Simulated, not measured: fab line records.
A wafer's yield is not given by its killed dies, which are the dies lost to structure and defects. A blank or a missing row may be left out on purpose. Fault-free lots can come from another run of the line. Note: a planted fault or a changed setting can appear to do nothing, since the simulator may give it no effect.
Comparing a struck lot with a sound one	flow sky130	32 out of 708 route steps
Sound: wafers L252.2, L252.4, L252.6. Struck: wafers L263.2, L263.4. (L263.1 of the same lot was not struck and is left out.) The cause comes at the end.
At each step with rows: each side's tool, then ch and its chambers, then its first start. Under that, the readings that differ: sound wafers	struck wafers	difference of the means	sigmas: that difference in standard deviations of wafers without a fault.
alike: a reading whose means differ by less than 2 such deviations, as well as words and numbers matching on both sides. not compared: withheld readings; readings where some wafer has no value; bounds like >300 that might hide an equal value; numbers whose values overlap and for which the record gives no deviation.
A row with sigmas, a row that says differs or no value, or rows on one side alone: a step with any of these is where the two part. Non-overlapping numbers with no deviation appear without sigmas and do not part them. Lack of a reading on every wafer of one side parts them only where that side has two or more wafers.

first, 5 steps without rows for these wafers: SKY_CONTACT_STRIP_20 (strips in post etch residue remover, time 1200 s); SKY_CONTACT_CLEAN_21 (cleans in IPA, time 180 s); SKY_CONTACT_CLEAN_22 (cleans in O3/DIW); SKY_CONTACT_SPUTTER_23 (material TiN, target thk 20 nm, time 80 s); SKY_CONTACT_CVD_24 (deposits W, target thk 340 nm, time 102.12 s).
SKY_CONTACT_RS_MEAS_25: measurement is done with a four-point probe.
  struck on film metro-04, day 36 10:13; sound on film metro-04, day 33 05:29
  alike: CONTACT_W_RS
SKY_CONTACT_THK_MEAS_26: measures by xrf.
  struck on film metro-04, day 36 10:20; sound on film metro-04, day 33 05:35
  alike: CONTACT_W_THK
SKY_CONTACT_CMP_27: polishes, stops on SiO2, t overpolish 15 s, target thk 0 nm.
  sound on cmp-01 ch 0,2,3, day 33 05:44; struck on cmp-01 ch 1,2, day 36 10:23
  alike: motor current A, overpolish run s, time to endpoint s
then, 2 steps without rows for these wafers: SKY_METAL1_SPUTTER_00 (material Ti, target thk 15 nm, time 10 s); SKY_METAL1_SPUTTER_01 (material TiN, target thk 20 nm, time 16.7 s).
SKY_METAL1_SPUTTER_02: material AlCu, target thk 250 nm, time 13.3 s.
  struck on pvd sputter-04, day 36 10:44; sound on pvd sputter-04, day 33 05:59
  alike: throttle valve pct
then, 1 step without rows for these wafers: SKY_METAL1_SPUTTER_03 (material Ti, target thk 5 nm, time 3.3 s).
SKY_METAL1_SPUTTER_04: material TiN, target thk 70 nm, time 58.3 s.
  struck on pvd sputter-04, day 36 10:47; sound on pvd sputter-04, day 33 06:02
reading	sound	struck	difference	sigmas
model.TiN_of_METAL1_SPUTTER_04.thk nm (nm)	70.3 69.91 70.22	97.44 97.45	+27.30	
  alike: throttle valve pct
SKY_METAL1_RS_MEAS_05: measurement is done with a four-point probe.
  struck on film metro-04, day 36 10:50; sound on film metro-01, day 33 06:06
  alike: METAL1_ALCU_RS
SKY_METAL1_THK_MEAS_06: measures by xrf.
  struck on film metro-04, day 36 10:57; sound on film metro-01, day 33 06:13
reading	sound	struck	difference	sigmas
METAL1_ALCU_THK (nm)	253.6 251.9 253.5	239.5 239.0	-13.8	-5
then, 8 steps without rows for these wafers: SKY_METAL1_DEHYDRATE_07 (time 60 s); SKY_METAL1_HMDS_08 (prime time 60 s); SKY_METAL1_COAT_09 (resist thk 60 nm); SKY_METAL1_COAT_10 (resist thk 450 nm); SKY_METAL1_SOFTBAKE_11 (time 90 s); SKY_METAL1_EXPOSE_12 (exposes mask MM1, target cd 140 nm); SKY_METAL1_PEB_13; SKY_METAL1_DEVELOP_14 (develop time 60 s).
SKY_METAL1_CD_MEAS_15: target cd 140 nm.
  struck on cd sem-02, day 37 13:13; sound on cd sem-02, day 34 09:47
  alike: cd nm
SKY_METAL1_OVL_MEAS_16:
  struck on overlay-02, day 37 13:20; sound on overlay-02, day 34 09:53
reading	sound	struck	difference	sigmas
METAL1_OVL (nm)	7 7 10	-8 -14	-19	-3
then, 1 step without rows for these wafers: SKY_METAL1_DESCUM_17 (chemistry O2, time 8 s).
SKY_METAL1_ETCH_18: etches BARC in N2/H2, stops on SiO2, time 45.9 s, target depth 60 nm.
  sound on rie metal-02 ch 1, day 34 09:57; struck on rie metal-01 ch 0, day 37 13:25
  alike: drypump motor current A, n2 flow sccm, oes product au, throttle valve pct
  not compared: rf hours counter h
SKY_METAL1_METAL_ETCH_19: etches the open film in Cl2/BCl3, stops on SiO2, target depth 360 nm, time 78 s.
  sound on rie metal-02 ch 1, day 34 10:01; struck on rie metal-01 ch 0, day 37 13:28
reading	sound	struck	difference	sigmas
oes product au (a.u.)	0.862 0.856 0.863	0.841 0.839	-0.020	-4
  alike: drypump motor current A, throttle valve pct
  not compared: rf hours counter h
SKY_METAL1_STRIP_20: strips in O2/N2.
  sound on plasma asher-01 ch 0,1, day 34 10:06; struck on plasma asher-01 ch 0, day 37 13:34
  alike: drypump motor current A, n2 flow sccm, oes product au, strip time to endpoint s
  not compared: rf hours counter h
SKY_METAL1_STRIP_21: strips in post etch residue remover, time 1200 s.
  sound on wet bench-02 ch 1, day 34 10:12; struck on wet bench-04 ch 1, day 37 13:40
reading	sound	struck	difference	sigmas
model.TiN_of_METAL1_SPUTTER_04.thk nm (nm)	69.88 69.49 69.8	97.01 97.04	+27.30	
  alike: bath guard temp C
then, 1 step without rows for these wafers: SKY_METAL1_CLEAN_22 (cleans in IPA, time 180 s).
-- the record jumps here: 12 days lie between the struck wafers' starts before and after (it left off in module METAL1 and takes up again in module PAD_OPEN, whose first step shown is number 708 of the route) --
SKY_PAD_OPEN_PROBE_99:
  struck on prober-02, day 49 18:32; sound on prober-02, day 47 10:38
reading	sound	struck	difference	sigmas
sort_bin_3_pad_short (%)	1.0 1.4 1.4	0.2 0.6	-0.9	-2
model.etest.via1 chain.rc ohm	16.3 16.57 17.12	18.64 18.09	+1.70	
  alike: defect limited yield, killed_at_M0_to_M3, killed_at_M4_up, killed at contacts, killed at front end, killed at other, killed dies, killed open, killed short, sort_bin_5_function, sort_bin_6_memory, sort n pass, sort yield pct

WHERE THEY PART
Earliest at SKY_METAL1_THK_MEAS_06; latest, in this record, at SKY_PAD_OPEN_PROBE_99.

WHY: what the simulator had put in
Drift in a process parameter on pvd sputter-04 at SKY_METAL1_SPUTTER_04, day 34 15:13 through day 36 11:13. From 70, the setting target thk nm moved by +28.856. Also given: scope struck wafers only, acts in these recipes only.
